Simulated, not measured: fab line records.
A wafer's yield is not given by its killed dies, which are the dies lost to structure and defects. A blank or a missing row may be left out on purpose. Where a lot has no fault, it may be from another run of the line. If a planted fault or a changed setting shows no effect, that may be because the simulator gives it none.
Matching of chambers ; flow gf180mcu ; 3 sister chambers for GF_V5_CVD_02 on pecvd-02
The step deposits SiO2 from TEOS, target thk 1450 nm, time 163.28 s. 16 wafers are shown with their chamber, then 8 later ones without.

== EACH WAFER AND ITS CHAMBER ==
wafer;chamber;heater-power-w (W);rf-fwd-power-W (W);susceptor-temp-C (C)
L478.2;0;629;598.6;400.29
L478.3;2;698;597.2;400.15
L478.4;0;530;601.2;400.22
L479.3;1;778;599.8;399.77
L479.5;0;649;596.2;400.24
L479.6;1;641;597.7;400.12
L482.2;2;779;599.2;399.52
L482.4;2;599;599.0;399.80
L482.6;0;648;596.3;399.85
L484.1;2;761;598.1;399.76
L484.3;0;621;595.9;399.87
L484.5;0;680;594.7;399.94
L485.1;2;664;599.3;399.98
L485.3;0;575;597.6;399.90
L485.5;1;780;599.1;399.87
L488.1;1;732;599.9;399.81

SIGNATURES, as means of the wafers listed above
reading;chamber 0;chamber 1;chamber 2;scatter within a chamber
heater-power-w;618.86;732.75;700.20;61.8
rf-fwd-power-W;597.214;599.125;598.560;1.62
susceptor-temp-C;400.0443;399.8925;399.8420;0.202
Rule: for each reading, subtract the chamber's mean from the wafer's reading, divide by that reading's scatter and square the result; add these up over the readings and take the root, which gives the wafer's distance from the chamber. The wafer belongs to the nearest chamber; if the next one is less than 2 further off, it can't be placed. How the scatter is found: for the shown wafers, subtract from each reading the mean of its chamber, square and add these, divide the total by (wafers less chambers), then take the root.

== WAFERS WHOSE CHAMBER IS MISSING ==
wafer;heater-power-w (W);rf-fwd-power-W (W);susceptor-temp-C (C)
L488.4;731;599.2;400.18
L488.6;645;594.8;399.71
L489.2;780;598.5;399.54
L489.4;645;598.5;399.67
L489.5;523;597.1;399.83
L497.3;763;598.6;399.61
L497.4;539;597.4;399.73
L497.6;606;598.2;399.58

== CHAMBER TAKEN BY EACH ==
wafer;from the rows above;in truth
L488.4;can't be placed: 1 or 2 or 0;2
L488.6;can't be placed: 0 or 2 or 1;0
L489.2;can't be placed: 1 or 2 or 0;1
L489.4;can't be placed: 2 or 1 or 0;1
L489.5;can't be placed: 0 or 2 or 1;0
L497.3;can't be placed: 1 or 2 or 0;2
L497.4;can't be placed: 0 or 2 or 1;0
L497.6;can't be placed: 2 or 0 or 1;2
Correct placement for 0 of the 8. From these rows, 8 cannot be placed; in 8 the true chamber is one of the candidates. 0 placed wrongly.
